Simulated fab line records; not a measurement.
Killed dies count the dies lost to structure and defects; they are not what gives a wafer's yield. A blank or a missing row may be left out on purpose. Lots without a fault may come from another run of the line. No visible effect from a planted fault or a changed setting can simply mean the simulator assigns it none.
Which tool did it? / flow sky130 / 15 lots, 45 wafers sampled, at 3 steps of a route of 708

WHAT THE GAUGES SHOWED, per wafer
SKY_POLY_CUT_OVL_MEAS_09.
lot=L633; measured=day 25 12:49; on=overlay-01; POLY_CUT_OVL (nm)=4 -4 -4
lot=L635; measured=day 26 04:08; on=overlay-01; POLY_CUT_OVL (nm)=8 5 3
lot=L638; measured=day 27 08:15; on=overlay-01; POLY_CUT_OVL (nm)=-1 -7 -5
lot=L639; measured=day 27 16:19; on=overlay-01; POLY_CUT_OVL (nm)=0 1 -5
lot=L640; measured=day 27 19:22; on=overlay-02; POLY_CUT_OVL (nm)=6 -1 3
lot=L644; measured=day 29 13:19; on=overlay-02; POLY_CUT_OVL (nm)=-6 -6 -7
lot=L645; measured=day 29 14:59; on=overlay-01; POLY_CUT_OVL (nm)=2 5 5
lot=L646; measured=day 30 01:21; on=overlay-01; POLY_CUT_OVL (nm)=-16 -6 -11
lot=L647; measured=day 30 01:34; on=overlay-01; POLY_CUT_OVL (nm)=10 9 2
lot=L649; measured=day 30 18:12; on=overlay-01; POLY_CUT_OVL (nm)=3 9 8
lot=L650; measured=day 30 21:19; on=overlay-02; POLY_CUT_OVL (nm)=4 2 2
lot=L651; measured=day 31 08:13; on=overlay-02; POLY_CUT_OVL (nm)=2 3 4
lot=L652; measured=day 31 15:16; on=overlay-02; POLY_CUT_OVL (nm)=4 -3 2
lot=L654; measured=day 32 09:28; on=overlay-01; POLY_CUT_OVL (nm)=6 4 5
lot=L655; measured=day 32 14:14; on=overlay-02; POLY_CUT_OVL (nm)=6 8 2

SKY_LOCAL_INTERCONNECT_THK_MEAS_02: measures by xrf.
lot=L633; measured=day 30 13:27; on=film metro-03; LOCAL_INTERCONNECT_TIN_THK (nm)=101.4 100.1 100.7
lot=L635; measured=day 31 03:21; on=film metro-03; LOCAL_INTERCONNECT_TIN_THK (nm)=100.6 100.5 100.9
lot=L638; measured=day 32 04:47; on=film metro-01; LOCAL_INTERCONNECT_TIN_THK (nm)=99.8 101.0 100.6
lot=L639; measured=day 32 12:17; on=film metro-04; LOCAL_INTERCONNECT_TIN_THK (nm)=101.6 101.1 101.4
lot=L640; measured=day 32 17:22; on=film metro-03; LOCAL_INTERCONNECT_TIN_THK (nm)=99.7 100.3 99.6
lot=L644; measured=day 34 09:07; on=film metro-03; LOCAL_INTERCONNECT_TIN_THK (nm)=101.0 100.8 99.9
lot=L645; measured=day 34 09:50; on=film metro-03; LOCAL_INTERCONNECT_TIN_THK (nm)=100.3 99.9 100.9
lot=L646; measured=day 34 18:39; on=film metro-01; LOCAL_INTERCONNECT_TIN_THK (nm)=97.7 98.3 98.9
lot=L647; measured=day 34 19:02; on=film metro-03; LOCAL_INTERCONNECT_TIN_THK (nm)=100.0 101.1 100.5
lot=L649; measured=day 35 11:55; on=film metro-03; LOCAL_INTERCONNECT_TIN_THK (nm)=100.2 98.5 99.9
lot=L650; measured=day 35 16:55; on=film metro-01; LOCAL_INTERCONNECT_TIN_THK (nm)=98.8 98.6 99.3
lot=L651; measured=day 36 01:26; on=film metro-04; LOCAL_INTERCONNECT_TIN_THK (nm)=99.8 99.3 100.1
lot=L652; measured=day 36 06:55; on=film metro-01; LOCAL_INTERCONNECT_TIN_THK (nm)=99.6 101.5 100.0
lot=L654; measured=day 37 00:58; on=film metro-01; LOCAL_INTERCONNECT_TIN_THK (nm)=96.7 95.8 97.5
lot=L655; measured=day 37 05:19; on=film metro-03; LOCAL_INTERCONNECT_TIN_THK (nm)=100.8 98.4 101.1

EACH LOT AND THE TOOL THAT RAN IT (in order: tool; ch and the chambers of the sampled wafers; start)
lot=L633; SKY_LI_CONTACT_CVD_21=cvd w-01 ch 0,1, day 30 12:40
lot=L635; SKY_LI_CONTACT_CVD_21=cvd w-01 ch 0,1, day 31 02:35
lot=L638; SKY_LI_CONTACT_CVD_21=cvd w-01 ch 0,1, day 32 04:00
lot=L639; SKY_LI_CONTACT_CVD_21=cvd w-01 ch 0,1, day 32 11:29
lot=L640; SKY_LI_CONTACT_CVD_21=cvd w-02 ch 0,1, day 32 16:34
lot=L644; SKY_LI_CONTACT_CVD_21=cvd w-02 ch 0,1, day 34 08:19
lot=L645; SKY_LI_CONTACT_CVD_21=cvd w-02 ch 0,1, day 34 09:02
lot=L646; SKY_LI_CONTACT_CVD_21=cvd w-02 ch 1, day 34 17:52
lot=L647; SKY_LI_CONTACT_CVD_21=cvd w-01 ch 0,1, day 34 18:15
lot=L649; SKY_LI_CONTACT_CVD_21=cvd w-02 ch 0,1, day 35 10:58
lot=L650; SKY_LI_CONTACT_CVD_21=cvd w-02 ch 0,1, day 35 14:40
lot=L651; SKY_LI_CONTACT_CVD_21=cvd w-02 ch 0,1, day 36 00:38
lot=L652; SKY_LI_CONTACT_CVD_21=cvd w-02 ch 0,1, day 36 06:08
lot=L654; SKY_LI_CONTACT_CVD_21=cvd w-01 ch 0,1, day 37 00:10
lot=L655; SKY_LI_CONTACT_CVD_21=cvd w-02 ch 0,1, day 37 04:28
- SKY_LI_CONTACT_CVD_21: deposits W, target thk 400 nm, time 120.56 s.

AS READ BY THE TOOLS THEMSELVES (means over the sampled wafers that have a number; for cases with no such wafer, the mark the record gives instead)
SKY_LI_CONTACT_CVD_21.
lot=L633; tool=cvd w-01; heater power w (W)=844
lot=L635; tool=cvd w-01; heater power w (W)=852
lot=L638; tool=cvd w-01; heater power w (W)=855
lot=L639; tool=cvd w-01; heater power w (W)=843
lot=L640; tool=cvd w-02; heater power w (W)=857
lot=L644; tool=cvd w-02; heater power w (W)=833
lot=L645; tool=cvd w-02; heater power w (W)=861
lot=L646; tool=cvd w-02; heater power w (W)=786
lot=L647; tool=cvd w-01; heater power w (W)=853
lot=L649; tool=cvd w-02; heater power w (W)=820
lot=L650; tool=cvd w-02; heater power w (W)=834
lot=L651; tool=cvd w-02; heater power w (W)=867
lot=L652; tool=cvd w-02; heater power w (W)=826
lot=L654; tool=cvd w-01; heater power w (W)=846
lot=L655; tool=cvd w-02; heater power w (W)=820

THE ANSWER, worked out from the rows above alone
Rule: usual is defined by the lots themselves. The widest of any qualifying gaps counts: lots, ordered by their means at a reading, are off when they make up no more than a third of the lots, leave a main group of 4 or more, and stand apart from it by 3 or more times the standard deviation of that group's means. Not used: any main group whose means are identical at the precision the tables above print for the reading. A lot without any number at a reading at which 4 lots or more have one is off too. The other lots that the step has rows for count as sound. The gauges are gone through in route order, then the tools' own readings, and for those a lot's mean is taken as printed above. The first step at which some lot is off is used, and at that step the reading that is off furthest; a lot without a number counts as furthest.
None of the lots is off at any reading shown; this tells nothing.

WHAT THE SIMULATOR PUT IN
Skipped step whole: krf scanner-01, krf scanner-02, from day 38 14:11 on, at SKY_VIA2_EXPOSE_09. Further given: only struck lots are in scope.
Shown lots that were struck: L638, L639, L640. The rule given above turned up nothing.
